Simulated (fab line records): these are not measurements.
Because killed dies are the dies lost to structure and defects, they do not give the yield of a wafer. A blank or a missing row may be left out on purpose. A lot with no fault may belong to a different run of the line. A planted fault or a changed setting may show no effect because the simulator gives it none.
Which of the tools did it? + flow gf180mcu + 14 lots with 42 wafers sampled at 3 steps, on a route of 602 steps

## WHAT THE GAUGES SHOWED, per wafer
GF_M3_CD_MEAS_14 targets a cd of 280 nm.
| lot  | measured     | on        | cd-nm (nm)        |
|------|--------------|-----------|-------------------|
| L961 | day 21 09:22 | cd-sem-01 | 279.5 280.1 278.8 |
| L965 | day 22 21:05 | cd-sem-02 | 279.4 279.8 278.1 |
| L966 | day 23 06:25 | cd-sem-01 | 279.7 279.1 279.2 |
| L968 | day 23 21:04 | cd-sem-02 | 278.0 278.4 279.0 |
| L969 | day 24 01:35 | cd-sem-02 | 279.0 277.9 279.3 |
| L972 | day 25 03:54 | cd-sem-02 | 277.9 278.0 278.9 |
| L973 | day 25 11:00 | cd-sem-02 | 280.6 279.7 278.8 |
| L974 | day 25 21:28 | cd-sem-01 | 280.6 281.2 281.2 |
| L975 | day 26 04:16 | cd-sem-02 | 279.5 280.9 280.7 |
| L976 | day 26 14:19 | cd-sem-01 | 279.9 281.3 279.6 |
| L977 | day 26 19:32 | cd-sem-02 | 281.6 281.2 280.4 |
| L979 | day 27 10:04 | cd-sem-02 | 277.9 278.4 279.1 |
| L980 | day 27 16:19 | cd-sem-02 | 279.0 279.8 279.2 |
| L983 | day 28 20:58 | cd-sem-01 | 281.7 281.0 280.7 |

GF_M3_OVL_MEAS_15.
| lot  | measured     | on         | M3_OVL (nm) |
|------|--------------|------------|-------------|
| L961 | day 21 09:29 | overlay-01 | -4 -1 7     |
| L965 | day 22 21:12 | overlay-01 | 2 2 2       |
| L966 | day 23 06:31 | overlay-02 | 9 11 4      |
| L968 | day 23 21:11 | overlay-02 | 1 -8 -6     |
| L969 | day 24 01:42 | overlay-02 | 15 9 11     |
| L972 | day 25 04:01 | overlay-02 | 6 1 2       |
| L973 | day 25 11:06 | overlay-02 | -12 0 -2    |
| L974 | day 25 21:34 | overlay-02 | 3 6 -2      |
| L975 | day 26 04:23 | overlay-02 | -1 -2 -2    |
| L976 | day 26 14:26 | overlay-02 | -3 8 -6     |
| L977 | day 26 19:39 | overlay-02 | 8 14 11     |
| L979 | day 27 10:11 | overlay-02 | 3 4 3       |
| L980 | day 27 16:26 | overlay-02 | -2 -2 1     |
| L983 | day 28 21:05 | overlay-01 | 5 5 -3      |

## WHAT TOOL EACH LOT RAN ON (gives the tool, then ch and the chambers of the sampled wafers, and finally the start)
| lot  | GF_V2_SPUTTER_21             |
|------|------------------------------|
| L961 | pvd-sputter-03, day 20 08:31 |
| L965 | pvd-sputter-04, day 21 21:06 |
| L966 | pvd-sputter-04, day 22 06:23 |
| L968 | pvd-sputter-02, day 22 20:03 |
| L969 | pvd-sputter-02, day 23 02:39 |
| L972 | pvd-sputter-03, day 24 05:46 |
| L973 | pvd-sputter-03, day 24 12:42 |
| L974 | pvd-sputter-04, day 24 23:26 |
| L975 | pvd-sputter-02, day 25 06:44 |
| L976 | pvd-sputter-03, day 25 16:32 |
| L977 | pvd-sputter-02, day 25 22:06 |
| L979 | pvd-sputter-04, day 26 12:36 |
| L980 | pvd-sputter-02, day 26 19:17 |
| L983 | pvd-sputter-02, day 28 00:43 |
- GF_V2_SPUTTER_21: material Ti, target thk 15 nm, time 80.02 s.

## WHAT THE TOOLS THEMSELVES READ (means of the sampled wafers that have a number; where no wafer has one, the mark that the record gives instead)
GF_V2_SPUTTER_21.
| lot  | tool           | chamber-pressure-pa (Pa) | throttle-valve-pct (%) |
|------|----------------|--------------------------|------------------------|
| L961 | pvd-sputter-03 | 4.993                    | 29.8                   |
| L965 | pvd-sputter-04 | 4.993                    | 30.2                   |
| L966 | pvd-sputter-04 | 5.013                    | 30.5                   |
| L968 | pvd-sputter-02 | 5.005                    | 30.0                   |
| L969 | pvd-sputter-02 | 5.002                    | 29.6                   |
| L972 | pvd-sputter-03 | 5.004                    | 30.0                   |
| L973 | pvd-sputter-03 | 4.993                    | 29.8                   |
| L974 | pvd-sputter-04 | 4.991                    | 29.9                   |
| L975 | pvd-sputter-02 | 4.990                    | 30.5                   |
| L976 | pvd-sputter-03 | 4.997                    | 30.5                   |
| L977 | pvd-sputter-02 | 4.997                    | 30.1                   |
| L979 | pvd-sputter-04 | 5.001                    | 30.2                   |
| L980 | pvd-sputter-02 | 5.001                    | 29.4                   |
| L983 | pvd-sputter-02 | 5.007                    | 29.2                   |

## THE ANSWER, worked out from the rows above alone
Rule: what is usual is taken from the lots themselves. Put in order of their means at a reading, lots are off if they are a third of the lots or fewer, leave a main group of 4 or more, and stand apart from it by a gap of 3 or more times the standard deviation of the main group's means; of several such gaps the widest counts. Not used: any main group whose means are identical at the precision the tables above print for the reading. Also off: a lot with no number at a reading for which 4 or more lots have one. Any other lot the step has rows for is counted as sound. Order of review: gauges by route order, followed by the tools' own readings, for which a lot's mean as printed above is used. At the first step where some lot is off, the reading lying furthest off is the one used; lots without a number count as furthest.
Nothing can be told from this: no lot is off at any reading shown.

## WHAT THE SIMULATOR PUT IN
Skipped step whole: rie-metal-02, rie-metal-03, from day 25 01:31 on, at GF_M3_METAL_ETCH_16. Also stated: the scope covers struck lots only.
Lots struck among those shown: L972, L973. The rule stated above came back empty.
